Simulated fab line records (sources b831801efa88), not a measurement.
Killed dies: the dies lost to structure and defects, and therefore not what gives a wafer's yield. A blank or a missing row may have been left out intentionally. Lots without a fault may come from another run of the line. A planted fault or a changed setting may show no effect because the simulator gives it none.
fab line records / flow sky130
record lots=15 wafers=45 last-day=50
route steps=708 shown FIELD_ISO@24 NWELL@60 RES_PROTECT@215
lots that met no fault: from a run of the same line without faults
start-h: hours from the record's first day to the start of the lot's first wafer shown / wait-h: hours from the lot's prior step to this one / " repeats the value in the row above / L1.1+2: a single row standing in for several wafers / - either no value or no given start / * or withheld: withheld / < > ~ a bound
route shown NAME@n: names a module that has steps shown in the file, with the first one's number in the route / usual: mean and standard deviation over wafers with no fault / same: alike in all rows / chamber/n: place in a boat / sites: each site's reading / _std_site: standard deviation across them / _edge_site: inner sites' mean taken away from outer sites' mean / radius-mm: for every site, how far away it sits from the centre of the wafer / mask NAME#n: copy n / behind: tool/chamber where the wafer was last shaped / hold: cause of the lot's hold/its duration in hours/its outcome / device: the transistor (n, p or np) that didn't switch / end of line: at the end of the route, the tests of the same wafers / for a step that has no rows: nothing shown but its recipe / killed: the dies lost at the first sort to structure and to defects; this is not the yield of the wafer / map: shows each die of a wafer: x if killed, . if not, _ if none is there
set.NAME: the setting as run; set.NAME@STEP: as run at that earlier step / model.NAME: the simulator's own value behind a step, which no gauge read
steps of the route over a sample of lots; a table a step, a row a wafer
services: when a tool's chamber went out of use (start-h, in hours from the record's first day, below 0 if earlier), for how many hours, and the reason
## steps
# step SKY_FIELD_ISO_THK_MEAS_23
# recipe reads=SiO2_of_FIELD_ISO_OXIDATION_22
# usual FIELD_ISO_OXIDATION_01_THK=10.00/0.15
lot.wafer=L847.2 tool=film-metro-02 chamber=- start-h=38.70 wait-h=0.0 FIELD_ISO_OXIDATION_01_THK[nm]=10.01
lot.wafer=L847.3 tool=film-metro-02 chamber=- start-h=38.70 wait-h=0.0 FIELD_ISO_OXIDATION_01_THK[nm]=10.06
lot.wafer=L847.6 tool=film-metro-02 chamber=- start-h=38.70 wait-h=0.0 FIELD_ISO_OXIDATION_01_THK[nm]=10.14
lot.wafer=L848.1 tool=film-metro-01 chamber=- start-h=44.16 wait-h=0.0 FIELD_ISO_OXIDATION_01_THK[nm]=9.93
lot.wafer=L848.4 tool=film-metro-01 chamber=- start-h=44.16 wait-h=0.0 FIELD_ISO_OXIDATION_01_THK[nm]=9.75
lot.wafer=L848.5 tool=film-metro-01 chamber=- start-h=44.16 wait-h=0.0 FIELD_ISO_OXIDATION_01_THK[nm]=9.88
lot.wafer=L849.1 tool=film-metro-03 chamber=- start-h=48.75 wait-h=0.0 FIELD_ISO_OXIDATION_01_THK[nm]=10.10
lot.wafer=L849.2 tool=film-metro-03 chamber=- start-h=48.75 wait-h=0.0 FIELD_ISO_OXIDATION_01_THK[nm]=10.08
lot.wafer=L849.4 tool=film-metro-03 chamber=- start-h=48.75 wait-h=0.0 FIELD_ISO_OXIDATION_01_THK[nm]=10.00
lot.wafer=L853.1 tool=film-metro-03 chamber=- start-h=68.57 wait-h=0.0 FIELD_ISO_OXIDATION_01_THK[nm]=10.19
lot.wafer=L853.3 tool=film-metro-03 chamber=- start-h=68.57 wait-h=0.0 FIELD_ISO_OXIDATION_01_THK[nm]=10.22
lot.wafer=L853.4 tool=film-metro-03 chamber=- start-h=68.57 wait-h=0.0 FIELD_ISO_OXIDATION_01_THK[nm]=10.39
lot.wafer=L855.1 tool=film-metro-03 chamber=- start-h=77.26 wait-h=0.0 FIELD_ISO_OXIDATION_01_THK[nm]=9.94
lot.wafer=L855.4 tool=film-metro-03 chamber=- start-h=77.26 wait-h=0.0 FIELD_ISO_OXIDATION_01_THK[nm]=10.05
lot.wafer=L855.5 tool=film-metro-03 chamber=- start-h=77.26 wait-h=0.0 FIELD_ISO_OXIDATION_01_THK[nm]=9.90
lot.wafer=L856.2 tool=film-metro-01 chamber=- start-h=81.27 wait-h=0.0 FIELD_ISO_OXIDATION_01_THK[nm]=10.02
lot.wafer=L856.3 tool=film-metro-01 chamber=- start-h=81.27 wait-h=0.0 FIELD_ISO_OXIDATION_01_THK[nm]=9.93
lot.wafer=L856.4 tool=film-metro-01 chamber=- start-h=81.27 wait-h=0.0 FIELD_ISO_OXIDATION_01_THK[nm]=10.05
lot.wafer=L860.3 tool=film-metro-03 chamber=- start-h=105.22 wait-h=0.0 FIELD_ISO_OXIDATION_01_THK[nm]=10.00
lot.wafer=L860.4 tool=film-metro-03 chamber=- start-h=105.22 wait-h=0.0 FIELD_ISO_OXIDATION_01_THK[nm]=9.70
lot.wafer=L860.6 tool=film-metro-03 chamber=- start-h=105.22 wait-h=0.0 FIELD_ISO_OXIDATION_01_THK[nm]=9.99
lot.wafer=L861.1 tool=film-metro-01 chamber=- start-h=111.22 wait-h=0.0 FIELD_ISO_OXIDATION_01_THK[nm]=10.07
lot.wafer=L861.2 tool=film-metro-01 chamber=- start-h=111.22 wait-h=0.0 FIELD_ISO_OXIDATION_01_THK[nm]=9.92
lot.wafer=L861.5 tool=film-metro-01 chamber=- start-h=111.22 wait-h=0.0 FIELD_ISO_OXIDATION_01_THK[nm]=9.86
lot.wafer=L862.1 tool=film-metro-02 chamber=- start-h=117.81 wait-h=0.0 FIELD_ISO_OXIDATION_01_THK[nm]=9.95
lot.wafer=L862.4 tool=film-metro-02 chamber=- start-h=117.81 wait-h=0.0 FIELD_ISO_OXIDATION_01_THK[nm]=10.06
lot.wafer=L862.5 tool=film-metro-02 chamber=- start-h=117.81 wait-h=0.0 FIELD_ISO_OXIDATION_01_THK[nm]=10.06
lot.wafer=L864.1 tool=film-metro-01 chamber=- start-h=124.92 wait-h=0.0 FIELD_ISO_OXIDATION_01_THK[nm]=9.82
lot.wafer=L864.3 tool=film-metro-01 chamber=- start-h=124.92 wait-h=0.0 FIELD_ISO_OXIDATION_01_THK[nm]=9.76
lot.wafer=L864.4 tool=film-metro-01 chamber=- start-h=124.92 wait-h=0.0 FIELD_ISO_OXIDATION_01_THK[nm]=9.64
lot.wafer=L865.2 tool=film-metro-03 chamber=- start-h=130.77 wait-h=0.0 FIELD_ISO_OXIDATION_01_THK[nm]=10.02
lot.wafer=L865.5 tool=film-metro-03 chamber=- start-h=130.77 wait-h=0.0 FIELD_ISO_OXIDATION_01_THK[nm]=10.16
lot.wafer=L865.6 tool=film-metro-03 chamber=- start-h=130.77 wait-h=0.0 FIELD_ISO_OXIDATION_01_THK[nm]=9.83
lot.wafer=L866.1 tool=film-metro-03 chamber=- start-h=135.33 wait-h=0.0 FIELD_ISO_OXIDATION_01_THK[nm]=9.84
lot.wafer=L866.3 tool=film-metro-03 chamber=- start-h=135.33 wait-h=0.0 FIELD_ISO_OXIDATION_01_THK[nm]=10.15
lot.wafer=L866.6 tool=film-metro-03 chamber=- start-h=135.33 wait-h=0.0 FIELD_ISO_OXIDATION_01_THK[nm]=9.94
lot.wafer=L867.1 tool=film-metro-02 chamber=- start-h=139.74 wait-h=0.0 FIELD_ISO_OXIDATION_01_THK[nm]=9.82
lot.wafer=L867.4 tool=film-metro-02 chamber=- start-h=139.74 wait-h=0.0 FIELD_ISO_OXIDATION_01_THK[nm]=9.77
lot.wafer=L867.5 tool=film-metro-02 chamber=- start-h=139.74 wait-h=0.0 FIELD_ISO_OXIDATION_01_THK[nm]=10.01
lot.wafer=L868.2 tool=film-metro-03 chamber=- start-h=145.37 wait-h=0.0 FIELD_ISO_OXIDATION_01_THK[nm]=9.88
lot.wafer=L868.4 tool=film-metro-03 chamber=- start-h=145.37 wait-h=0.0 FIELD_ISO_OXIDATION_01_THK[nm]=9.95
lot.wafer=L868.5 tool=film-metro-03 chamber=- start-h=145.37 wait-h=0.0 FIELD_ISO_OXIDATION_01_THK[nm]=9.99
lot.wafer=L869.3 tool=film-metro-01 chamber=- start-h=154.11 wait-h=0.0 FIELD_ISO_OXIDATION_01_THK[nm]=9.96
lot.wafer=L869.4 tool=film-metro-01 chamber=- start-h=154.11 wait-h=0.0 FIELD_ISO_OXIDATION_01_THK[nm]=9.97
lot.wafer=L869.6 tool=film-metro-01 chamber=- start-h=154.11 wait-h=0.0 FIELD_ISO_OXIDATION_01_THK[nm]=10.09
# step SKY_NWELL_EXPOSE_07
# recipe mask-id=NWM na=0.6 source-shape=conventional sigma-outer=0.6 polarization=unpolarized target-cd-nm=840 dose-mj=255
# usual exposure-dose-mJ-cm2=254.98/0.23 focus-offset-nm=0.1/0.52 stage-vel-mm-s=499.96/0.23
lot.wafer=L847.2 tool=iline-stepper-01 chamber=0 start-h=86.08 wait-h=- mask=NWM#0 exposure-dose-mJ-cm2=254.92 focus-offset-nm=-0.1 stage-vel-mm-s=499.85
lot.wafer=L847.3 tool=iline-stepper-01 chamber=0 start-h=86.08 wait-h=- mask=NWM#0 exposure-dose-mJ-cm2=255.03 focus-offset-nm=1.1 stage-vel-mm-s=500.07
lot.wafer=L847.6 tool=iline-stepper-01 chamber=0 start-h=86.08 wait-h=- mask=NWM#0 exposure-dose-mJ-cm2=254.92 focus-offset-nm=0.6 stage-vel-mm-s=499.73
lot.wafer=L849.1 tool=iline-stepper-01 chamber=0 start-h=94.23 wait-h=- mask=NWM#0 exposure-dose-mJ-cm2=254.89 focus-offset-nm=-0.6 stage-vel-mm-s=499.84
lot.wafer=L849.2 tool=iline-stepper-01 chamber=0 start-h=94.23 wait-h=- mask=NWM#0 exposure-dose-mJ-cm2=254.78 focus-offset-nm=-0.2 stage-vel-mm-s=499.56
lot.wafer=L849.4 tool=iline-stepper-01 chamber=0 start-h=94.23 wait-h=- mask=NWM#0 exposure-dose-mJ-cm2=255.06 focus-offset-nm=-0.8 stage-vel-mm-s=500.16
lot.wafer=L848.1 tool=iline-stepper-01 chamber=0 start-h=95.55 wait-h=- mask=NWM#0 exposure-dose-mJ-cm2=254.94 focus-offset-nm=0.8 stage-vel-mm-s=499.91
lot.wafer=L848.4 tool=iline-stepper-01 chamber=0 start-h=95.55 wait-h=- mask=NWM#0 exposure-dose-mJ-cm2=254.77 focus-offset-nm=1.0 stage-vel-mm-s=500.06
lot.wafer=L848.5 tool=iline-stepper-01 chamber=0 start-h=95.55 wait-h=- mask=NWM#0 exposure-dose-mJ-cm2=254.65 focus-offset-nm=1.0 stage-vel-mm-s=500.06
lot.wafer=L853.1 tool=iline-stepper-01 chamber=0 start-h=117.36 wait-h=- mask=NWM#0 exposure-dose-mJ-cm2=254.89 focus-offset-nm=-0.4 stage-vel-mm-s=499.73
lot.wafer=L853.3 tool=iline-stepper-01 chamber=0 start-h=117.36 wait-h=- mask=NWM#0 exposure-dose-mJ-cm2=254.84 focus-offset-nm=0.7 stage-vel-mm-s=500.01
lot.wafer=L853.4 tool=iline-stepper-01 chamber=0 start-h=117.36 wait-h=- mask=NWM#0 exposure-dose-mJ-cm2=254.86 focus-offset-nm=-0.2 stage-vel-mm-s=499.98
lot.wafer=L855.1 tool=iline-stepper-02 chamber=0 start-h=127.26 wait-h=- mask=NWM#0 exposure-dose-mJ-cm2=254.77 focus-offset-nm=-0.1 stage-vel-mm-s=500.05
lot.wafer=L855.4 tool=iline-stepper-02 chamber=0 start-h=127.26 wait-h=- mask=NWM#0 exposure-dose-mJ-cm2=255.02 focus-offset-nm=0.1 stage-vel-mm-s=499.83
lot.wafer=L855.5 tool=iline-stepper-02 chamber=0 start-h=127.26 wait-h=- mask=NWM#0 exposure-dose-mJ-cm2=255.11 focus-offset-nm=-0.1 stage-vel-mm-s=499.95
lot.wafer=L856.2 tool=iline-stepper-02 chamber=0 start-h=133.53 wait-h=- mask=NWM#0 exposure-dose-mJ-cm2=254.86 focus-offset-nm=0.4 stage-vel-mm-s=500.04
lot.wafer=L856.3 tool=iline-stepper-02 chamber=0 start-h=133.53 wait-h=- mask=NWM#0 exposure-dose-mJ-cm2=255.05 focus-offset-nm=0.8 stage-vel-mm-s=500.18
lot.wafer=L856.4 tool=iline-stepper-02 chamber=0 start-h=133.53 wait-h=- mask=NWM#0 exposure-dose-mJ-cm2=254.91 focus-offset-nm=0.1 stage-vel-mm-s=500.02
lot.wafer=L860.3 tool=iline-stepper-02 chamber=- start-h=158.77 wait-h=- mask=NWM#0 exposure-dose-mJ-cm2=- focus-offset-nm=- stage-vel-mm-s=-
lot.wafer=L860.4 tool=iline-stepper-02 chamber=- start-h=158.77 wait-h=- mask=NWM#0 exposure-dose-mJ-cm2=- focus-offset-nm=- stage-vel-mm-s=-
lot.wafer=L860.6 tool=iline-stepper-02 chamber=- start-h=158.77 wait-h=- mask=NWM#0 exposure-dose-mJ-cm2=- focus-offset-nm=- stage-vel-mm-s=-
lot.wafer=L861.1 tool=iline-stepper-01 chamber=- start-h=165.53 wait-h=- mask=NWM#0 exposure-dose-mJ-cm2=- focus-offset-nm=- stage-vel-mm-s=-
lot.wafer=L861.2 tool=iline-stepper-01 chamber=- start-h=165.53 wait-h=- mask=NWM#0 exposure-dose-mJ-cm2=- focus-offset-nm=- stage-vel-mm-s=-
lot.wafer=L861.5 tool=iline-stepper-01 chamber=- start-h=165.53 wait-h=- mask=NWM#0 exposure-dose-mJ-cm2=- focus-offset-nm=- stage-vel-mm-s=-
lot.wafer=L862.1 tool=iline-stepper-02 chamber=- start-h=173.03 wait-h=- mask=NWM#0 exposure-dose-mJ-cm2=- focus-offset-nm=- stage-vel-mm-s=-
lot.wafer=L862.4 tool=iline-stepper-02 chamber=- start-h=173.03 wait-h=- mask=NWM#0 exposure-dose-mJ-cm2=- focus-offset-nm=- stage-vel-mm-s=-
lot.wafer=L862.5 tool=iline-stepper-02 chamber=- start-h=173.03 wait-h=- mask=NWM#0 exposure-dose-mJ-cm2=- focus-offset-nm=- stage-vel-mm-s=-
lot.wafer=L864.1 tool=iline-stepper-02 chamber=0 start-h=184.98 wait-h=- mask=NWM#0 exposure-dose-mJ-cm2=255.12 focus-offset-nm=-0.5 stage-vel-mm-s=500.36
lot.wafer=L864.3 tool=iline-stepper-02 chamber=0 start-h=184.98 wait-h=- mask=NWM#0 exposure-dose-mJ-cm2=255.20 focus-offset-nm=-0.4 stage-vel-mm-s=500.29
lot.wafer=L864.4 tool=iline-stepper-02 chamber=0 start-h=184.98 wait-h=- mask=NWM#0 exposure-dose-mJ-cm2=255.14 focus-offset-nm=-0.5 stage-vel-mm-s=500.11
lot.wafer=L865.2 tool=iline-stepper-01 chamber=0 start-h=187.33 wait-h=- mask=NWM#0 exposure-dose-mJ-cm2=255.08 focus-offset-nm=0.1 stage-vel-mm-s=499.93
lot.wafer=L865.5 tool=iline-stepper-01 chamber=0 start-h=187.33 wait-h=- mask=NWM#0 exposure-dose-mJ-cm2=255.23 focus-offset-nm=-0.7 stage-vel-mm-s=499.47
lot.wafer=L865.6 tool=iline-stepper-01 chamber=0 start-h=187.33 wait-h=- mask=NWM#0 exposure-dose-mJ-cm2=255.22 focus-offset-nm=0.3 stage-vel-mm-s=499.90
lot.wafer=L866.1 tool=iline-stepper-02 chamber=0 start-h=191.41 wait-h=- mask=NWM#0 exposure-dose-mJ-cm2=255.08 focus-offset-nm=-0.4 stage-vel-mm-s=500.13
lot.wafer=L866.3 tool=iline-stepper-02 chamber=0 start-h=191.41 wait-h=- mask=NWM#0 exposure-dose-mJ-cm2=255.19 focus-offset-nm=0.0 stage-vel-mm-s=499.85
lot.wafer=L866.6 tool=iline-stepper-02 chamber=0 start-h=191.41 wait-h=- mask=NWM#0 exposure-dose-mJ-cm2=255.09 focus-offset-nm=0.1 stage-vel-mm-s=500.25
lot.wafer=L867.1 tool=iline-stepper-02 chamber=0 start-h=195.56 wait-h=- mask=NWM#0 exposure-dose-mJ-cm2=255.13 focus-offset-nm=-0.3 stage-vel-mm-s=499.79
lot.wafer=L867.4 tool=iline-stepper-02 chamber=0 start-h=195.56 wait-h=- mask=NWM#0 exposure-dose-mJ-cm2=254.87 focus-offset-nm=0.1 stage-vel-mm-s=499.84
lot.wafer=L867.5 tool=iline-stepper-02 chamber=0 start-h=195.56 wait-h=- mask=NWM#0 exposure-dose-mJ-cm2=254.92 focus-offset-nm=0.3 stage-vel-mm-s=499.73
lot.wafer=L868.2 tool=iline-stepper-02 chamber=0 start-h=203.19 wait-h=- mask=NWM#0 exposure-dose-mJ-cm2=254.86 focus-offset-nm=0.7 stage-vel-mm-s=499.49
lot.wafer=L868.4 tool=iline-stepper-02 chamber=0 start-h=203.19 wait-h=- mask=NWM#0 exposure-dose-mJ-cm2=255.02 focus-offset-nm=0.7 stage-vel-mm-s=499.87
lot.wafer=L868.5 tool=iline-stepper-02 chamber=0 start-h=203.19 wait-h=- mask=NWM#0 exposure-dose-mJ-cm2=254.87 focus-offset-nm=0.3 stage-vel-mm-s=499.77
lot.wafer=L869.3 tool=iline-stepper-02 chamber=0 start-h=212.19 wait-h=- mask=NWM#0 exposure-dose-mJ-cm2=255.20 focus-offset-nm=-1.1 stage-vel-mm-s=500.12
lot.wafer=L869.4 tool=iline-stepper-02 chamber=0 start-h=212.19 wait-h=- mask=NWM#0 exposure-dose-mJ-cm2=255.27 focus-offset-nm=-0.3 stage-vel-mm-s=499.92
lot.wafer=L869.6 tool=iline-stepper-02 chamber=0 start-h=212.19 wait-h=- mask=NWM#0 exposure-dose-mJ-cm2=255.20 focus-offset-nm=-0.3 stage-vel-mm-s=499.84
# step SKY_NWELL_OVL_MEAS_23
# usual NWELL_01_OVL=-0.1/1.3
lot.wafer=L847.2 tool=overlay-01 chamber=- start-h=111.31 wait-h=- NWELL_01_OVL[nm]=-1.0
lot.wafer=L847.3 tool=overlay-01 chamber=- start-h=111.31 wait-h=- NWELL_01_OVL[nm]=-2.4
lot.wafer=L847.6 tool=overlay-01 chamber=- start-h=111.31 wait-h=- NWELL_01_OVL[nm]=-1.0
lot.wafer=L849.1 tool=overlay-02 chamber=- start-h=121.26 wait-h=- NWELL_01_OVL[nm]=1.0
lot.wafer=L849.2 tool=overlay-02 chamber=- start-h=121.26 wait-h=- NWELL_01_OVL[nm]=-0.6
lot.wafer=L849.4 tool=overlay-02 chamber=- start-h=121.26 wait-h=- NWELL_01_OVL[nm]=-0.4
lot.wafer=L848.1 tool=overlay-02 chamber=- start-h=122.30 wait-h=- NWELL_01_OVL[nm]=-1.6
lot.wafer=L848.4 tool=overlay-02 chamber=- start-h=122.30 wait-h=- NWELL_01_OVL[nm]=-1.8
lot.wafer=L848.5 tool=overlay-02 chamber=- start-h=122.30 wait-h=- NWELL_01_OVL[nm]=0.7
lot.wafer=L853.1 tool=overlay-02 chamber=- start-h=145.61 wait-h=- NWELL_01_OVL[nm]=-0.3
lot.wafer=L853.3 tool=overlay-02 chamber=- start-h=145.61 wait-h=- NWELL_01_OVL[nm]=-4.4
lot.wafer=L853.4 tool=overlay-02 chamber=- start-h=145.61 wait-h=- NWELL_01_OVL[nm]=-1.0
lot.wafer=L855.1 tool=overlay-01 chamber=- start-h=155.96 wait-h=- NWELL_01_OVL[nm]=-1.8
lot.wafer=L855.4 tool=overlay-01 chamber=- start-h=155.96 wait-h=- NWELL_01_OVL[nm]=-2.6
lot.wafer=L855.5 tool=overlay-01 chamber=- start-h=155.96 wait-h=- NWELL_01_OVL[nm]=-0.7
lot.wafer=L856.2 tool=overlay-02 chamber=- start-h=164.22 wait-h=- NWELL_01_OVL[nm]=2.4
lot.wafer=L856.3 tool=overlay-02 chamber=- start-h=164.22 wait-h=- NWELL_01_OVL[nm]=1.8
lot.wafer=L856.4 tool=overlay-02 chamber=- start-h=164.22 wait-h=- NWELL_01_OVL[nm]=1.4
lot.wafer=L860.3 tool=overlay-02 chamber=- start-h=189.31 wait-h=- NWELL_01_OVL[nm]=0.7
lot.wafer=L860.4 tool=overlay-02 chamber=- start-h=189.31 wait-h=- NWELL_01_OVL[nm]=2.5
lot.wafer=L860.6 tool=overlay-02 chamber=- start-h=189.31 wait-h=- NWELL_01_OVL[nm]=0.2
lot.wafer=L861.1 tool=overlay-01 chamber=- start-h=196.85 wait-h=- NWELL_01_OVL[nm]=-0.9
lot.wafer=L861.2 tool=overlay-01 chamber=- start-h=196.85 wait-h=- NWELL_01_OVL[nm]=1.3
lot.wafer=L861.5 tool=overlay-01 chamber=- start-h=196.85 wait-h=- NWELL_01_OVL[nm]=-0.5
lot.wafer=L862.1 tool=overlay-02 chamber=- start-h=204.60 wait-h=- NWELL_01_OVL[nm]=0.2
lot.wafer=L862.4 tool=overlay-02 chamber=- start-h=204.60 wait-h=- NWELL_01_OVL[nm]=-0.1
lot.wafer=L862.5 tool=overlay-02 chamber=- start-h=204.60 wait-h=- NWELL_01_OVL[nm]=0.5
lot.wafer=L864.1 tool=overlay-02 chamber=- start-h=216.81 wait-h=- NWELL_01_OVL[nm]=0.6
lot.wafer=L864.3 tool=overlay-02 chamber=- start-h=216.81 wait-h=- NWELL_01_OVL[nm]=1.5
lot.wafer=L864.4 tool=overlay-02 chamber=- start-h=216.81 wait-h=- NWELL_01_OVL[nm]=0.0
lot.wafer=L865.2 tool=overlay-02 chamber=- start-h=219.46 wait-h=- NWELL_01_OVL[nm]=-1.5
lot.wafer=L865.5 tool=overlay-02 chamber=- start-h=219.46 wait-h=- NWELL_01_OVL[nm]=0.8
lot.wafer=L865.6 tool=overlay-02 chamber=- start-h=219.46 wait-h=- NWELL_01_OVL[nm]=0.0
lot.wafer=L866.1 tool=overlay-02 chamber=- start-h=223.45 wait-h=- NWELL_01_OVL[nm]=1.0
lot.wafer=L866.3 tool=overlay-02 chamber=- start-h=223.45 wait-h=- NWELL_01_OVL[nm]=-0.5
lot.wafer=L866.6 tool=overlay-02 chamber=- start-h=223.45 wait-h=- NWELL_01_OVL[nm]=-0.4
lot.wafer=L867.1 tool=overlay-02 chamber=- start-h=228.61 wait-h=- NWELL_01_OVL[nm]=2.1
lot.wafer=L867.4 tool=overlay-02 chamber=- start-h=228.61 wait-h=- NWELL_01_OVL[nm]=1.3
lot.wafer=L867.5 tool=overlay-02 chamber=- start-h=228.61 wait-h=- NWELL_01_OVL[nm]=1.3
lot.wafer=L868.2 tool=overlay-02 chamber=- start-h=236.61 wait-h=- NWELL_01_OVL[nm]=-0.6
lot.wafer=L868.4 tool=overlay-02 chamber=- start-h=236.61 wait-h=- NWELL_01_OVL[nm]=0.1
lot.wafer=L868.5 tool=overlay-02 chamber=- start-h=236.61 wait-h=- NWELL_01_OVL[nm]=0.5
lot.wafer=L869.3 tool=overlay-01 chamber=- start-h=246.12 wait-h=- NWELL_01_OVL[nm]=-0.7
lot.wafer=L869.4 tool=overlay-01 chamber=- start-h=246.12 wait-h=- NWELL_01_OVL[nm]=-0.2
lot.wafer=L869.6 tool=overlay-01 chamber=- start-h=246.12 wait-h=- NWELL_01_OVL[nm]=0.2
# step SKY_RES_PROTECT_TW_MEAS_08
# usual POLY_GATE_TW=4009/34
lot.wafer=L847.2 tool=film-metro-02 chamber=- start-h=345.37 wait-h=0.1 POLY_GATE_TW=4012
lot.wafer=L847.3 tool=film-metro-02 chamber=- start-h=345.37 wait-h=0.1 POLY_GATE_TW=4021
lot.wafer=L847.6 tool=film-metro-02 chamber=- start-h=345.37 wait-h=0.1 POLY_GATE_TW=3999
lot.wafer=L848.1 tool=film-metro-01 chamber=- start-h=357.46 wait-h=0.1 POLY_GATE_TW=3938
lot.wafer=L848.4 tool=film-metro-01 chamber=- start-h=357.46 wait-h=0.1 POLY_GATE_TW=3966
lot.wafer=L848.5 tool=film-metro-01 chamber=- start-h=357.46 wait-h=0.1 POLY_GATE_TW=3960
lot.wafer=L849.1 tool=film-metro-01 chamber=- start-h=359.80 wait-h=0.1 POLY_GATE_TW=3968
lot.wafer=L849.2 tool=film-metro-01 chamber=- start-h=359.80 wait-h=0.1 POLY_GATE_TW=4006
lot.wafer=L849.4 tool=film-metro-01 chamber=- start-h=359.80 wait-h=0.1 POLY_GATE_TW=3970
lot.wafer=L855.1 tool=film-metro-04 chamber=- start-h=473.60 wait-h=0.1 POLY_GATE_TW=4029
lot.wafer=L855.4 tool=film-metro-04 chamber=- start-h=473.60 wait-h=0.1 POLY_GATE_TW=4035
lot.wafer=L855.5 tool=film-metro-04 chamber=- start-h=473.60 wait-h=0.1 POLY_GATE_TW=4038
lot.wafer=L853.1 tool=film-metro-02 chamber=- start-h=473.66 wait-h=0.1 POLY_GATE_TW=4038
lot.wafer=L853.3 tool=film-metro-02 chamber=- start-h=473.66 wait-h=0.1 POLY_GATE_TW=4044
lot.wafer=L853.4 tool=film-metro-02 chamber=- start-h=473.66 wait-h=0.1 POLY_GATE_TW=4042
lot.wafer=L856.2 tool=film-metro-04 chamber=- start-h=473.85 wait-h=0.1 POLY_GATE_TW=4024
lot.wafer=L856.3 tool=film-metro-04 chamber=- start-h=473.85 wait-h=0.1 POLY_GATE_TW=4040
lot.wafer=L856.4 tool=film-metro-04 chamber=- start-h=473.85 wait-h=0.1 POLY_GATE_TW=4005
lot.wafer=L860.3 tool=film-metro-04 chamber=- start-h=478.67 wait-h=0.1 POLY_GATE_TW=4036
lot.wafer=L860.4 tool=film-metro-04 chamber=- start-h=478.67 wait-h=0.1 POLY_GATE_TW=3990
lot.wafer=L860.6 tool=film-metro-04 chamber=- start-h=478.67 wait-h=0.1 POLY_GATE_TW=4011
lot.wafer=L861.1 tool=film-metro-01 chamber=- start-h=483.69 wait-h=0.1 POLY_GATE_TW=3984
lot.wafer=L861.2 tool=film-metro-01 chamber=- start-h=483.69 wait-h=0.1 POLY_GATE_TW=3971
lot.wafer=L861.5 tool=film-metro-01 chamber=- start-h=483.69 wait-h=0.1 POLY_GATE_TW=3985
lot.wafer=L862.1 tool=film-metro-04 chamber=- start-h=483.96 wait-h=0.1 POLY_GATE_TW=4005
lot.wafer=L862.4 tool=film-metro-04 chamber=- start-h=483.96 wait-h=0.1 POLY_GATE_TW=4014
lot.wafer=L862.5 tool=film-metro-04 chamber=- start-h=483.96 wait-h=0.1 POLY_GATE_TW=4013
lot.wafer=L864.1 tool=film-metro-04 chamber=- start-h=493.84 wait-h=0.1 POLY_GATE_TW=4020
lot.wafer=L864.3 tool=film-metro-04 chamber=- start-h=493.84 wait-h=0.1 POLY_GATE_TW=4013
lot.wafer=L864.4 tool=film-metro-04 chamber=- start-h=493.84 wait-h=0.1 POLY_GATE_TW=4031
lot.wafer=L865.2 tool=film-metro-01 chamber=- start-h=495.01 wait-h=0.1 POLY_GATE_TW=3968
lot.wafer=L865.5 tool=film-metro-01 chamber=- start-h=495.01 wait-h=0.1 POLY_GATE_TW=3973
lot.wafer=L865.6 tool=film-metro-01 chamber=- start-h=495.01 wait-h=0.1 POLY_GATE_TW=3968
lot.wafer=L866.1 tool=film-metro-02 chamber=- start-h=500.30 wait-h=0.1 POLY_GATE_TW=4038
lot.wafer=L866.3 tool=film-metro-02 chamber=- start-h=500.30 wait-h=0.1 POLY_GATE_TW=4064
lot.wafer=L866.6 tool=film-metro-02 chamber=- start-h=500.30 wait-h=0.1 POLY_GATE_TW=4026
lot.wafer=L867.1 tool=film-metro-02 chamber=- start-h=507.56 wait-h=0.1 POLY_GATE_TW=4009
lot.wafer=L867.4 tool=film-metro-02 chamber=- start-h=507.56 wait-h=0.1 POLY_GATE_TW=4008
lot.wafer=L867.5 tool=film-metro-02 chamber=- start-h=507.56 wait-h=0.1 POLY_GATE_TW=3999
lot.wafer=L868.2 tool=film-metro-02 chamber=- start-h=517.55 wait-h=0.1 POLY_GATE_TW=4016
lot.wafer=L868.4 tool=film-metro-02 chamber=- start-h=517.55 wait-h=0.1 POLY_GATE_TW=4032
lot.wafer=L868.5 tool=film-metro-02 chamber=- start-h=517.55 wait-h=0.1 POLY_GATE_TW=4033
lot.wafer=L869.3 tool=film-metro-04 chamber=- start-h=530.53 wait-h=0.1 POLY_GATE_TW=4025
lot.wafer=L869.4 tool=film-metro-04 chamber=- start-h=530.53 wait-h=0.1 POLY_GATE_TW=4035
lot.wafer=L869.6 tool=film-metro-04 chamber=- start-h=530.53 wait-h=0.1 POLY_GATE_TW=4020
## services
tool=iline-stepper-02 chamber=- start-h=128.57 hours=1.7 kind=pm
tool=iline-stepper-01 chamber=- start-h=130.24 hours=1.7 kind=pm
tool=iline-stepper-02 chamber=- start-h=141.16 hours=2.5 kind=repair
tool=iline-stepper-01 chamber=- start-h=190.24 hours=2.1 kind=pm
tool=iline-stepper-01 chamber=- start-h=192.32 hours=- kind=consumable-replace:lamp
tool=iline-stepper-01 chamber=- start-h=202.30 hours=4.4 kind=pm
## key
first-sign step=SKY_NWELL_EXPOSE_07 reading=tool-record direction=missing
effect none on later readings
met-at SKY_NWELL_EXPOSE_07
struck-lots L860,L861,L862
sort-left-out L860.3,L860.4,L860.6,L861.1,L861.2,L861.5,L862.1,L862.4,L862.5
tester-left-out L860,L861,L862
not-acting-at SKY_FIELD_ISO_THK_MEAS_23,SKY_NWELL_OVL_MEAS_23,SKY_RES_PROTECT_TW_MEAS_08
onset-between 133.53 158.77
fault kind=skipped-step-whole tool=iline-stepper-01,iline-stepper-02 chamber=- onset-h=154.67 steps=SKY_NWELL_EXPOSE_07 scope=struck-lots-only
# tester-left-out: of these lots the tester's yield and bins aren't shown, on N5 and GAA mostly nor the transistor test; their killed dies are dies lost to structure and defects alone, not to doping, threshold or leakage, so they don't give the yield
# sort-left-out: the simulated sort isn't trusted on such a fault, so these wafers' sort isn't shown, and their yield isn't known
